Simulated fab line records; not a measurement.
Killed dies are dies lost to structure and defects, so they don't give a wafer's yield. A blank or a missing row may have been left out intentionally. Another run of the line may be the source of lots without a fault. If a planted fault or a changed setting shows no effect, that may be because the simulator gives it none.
A single fault, viewed from 2 desks || flow sky130 || numbers are kept per desk, each desk with only its own; the story behind them comes last

## THE METROLOGY DESK
What the gauges read for every lot (on any tool): the sampled wafers with a number, averaged. The brackets show how far a lot's mean lies from the usual mean; more than 4 standard deviations puts the lot out of limits, marked OUT.
Columns: A = VIA1_HDPCVD_THK at SKY_VIA1_THK_MEAS_01, usual 1030 nm; B = VIA1_BOW at SKY_VIA1_BOW_MEAS_03, usual 79 um; C = cd-nm at SKY_VIA1_CD_MEAS_12, usual 149.7 nm
{"lot": "L784", "first seen here": "day 34 04:22", "A": 1047, "B": 79, "C": 149.7}
{"lot": "L785", "first seen here": "day 34 08:04", "A": 1036, "B": 81, "C": 149.0}
{"lot": "L795", "first seen here": "day 37 17:16", "A": 1025, "B": 73, "C": 148.3}
{"lot": "L796", "first seen here": "day 38 03:49", "A": 1038, "B": 80, "C": 147.5}
{"lot": "L798", "first seen here": "day 38 13:39", "A": 1022, "B": 73, "C": 149.9}
{"lot": "L802", "first seen here": "day 39 21:55", "A": 1027, "B": 78, "C": 150.6}
This desk's finding: nothing out of limits on any of the 6 lots.

## DESK OF THE TOOL OWNER: litho-track-01
Per lot that ran on this tool, the mean of the sampled wafers carrying a number, from the tool's own readings at SKY_VIA1_SOFTBAKE_08 (time 90 s). The brackets show how far a lot's mean lies from the usual mean; more than 4 standard deviations puts the lot out of limits, marked OUT.
Columns: A = heater-power-total-W at SKY_VIA1_SOFTBAKE_08, usual 57.37 W; B = plate-temp-C at SKY_VIA1_SOFTBAKE_08, usual 99.99 C
{"lot": "L784", "first seen here": "day 34 18:00", "A": 57.39, "B": 99.99}
{"lot": "L785", "first seen here": "day 34 21:00", "A": 57.38, "B": 100.05}
{"lot": "L795", "first seen here": "day 38 06:00", "A": "54.29 (-26) OUT", "B": "96.15 (-32) OUT"}
{"lot": "L796", "first seen here": "day 38 17:00", "A": "54.22 (-26) OUT", "B": "96.01 (-33) OUT"}
This desk's verdict: out of limits on L795, L796, starting with L795 at day 38 06:00 (heater-power-total-W at SKY_VIA1_SOFTBAKE_08). L784, L785 stayed within limits.

## BROUGHT TOGETHER
The tool owner's desk had the chance to raise an alarm at day 38 06:00 on L795, L796.
At the metrology desk, nothing out of limits was observed.
The metrology desk holds a record of L795, L796, inside its limits.
The lots listed all ran SKY_VIA1_SOFTBAKE_08 on litho-track-01.

## WHAT WAS PUT IN BY THE SIMULATOR
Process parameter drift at SKY_VIA1_SOFTBAKE_08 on litho-track-01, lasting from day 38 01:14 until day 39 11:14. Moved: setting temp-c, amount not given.
Struck lots among those shown: L795, L796.
Each desk's first reading out of limits, in hours after the fault started: the tool owner's desk, 5.
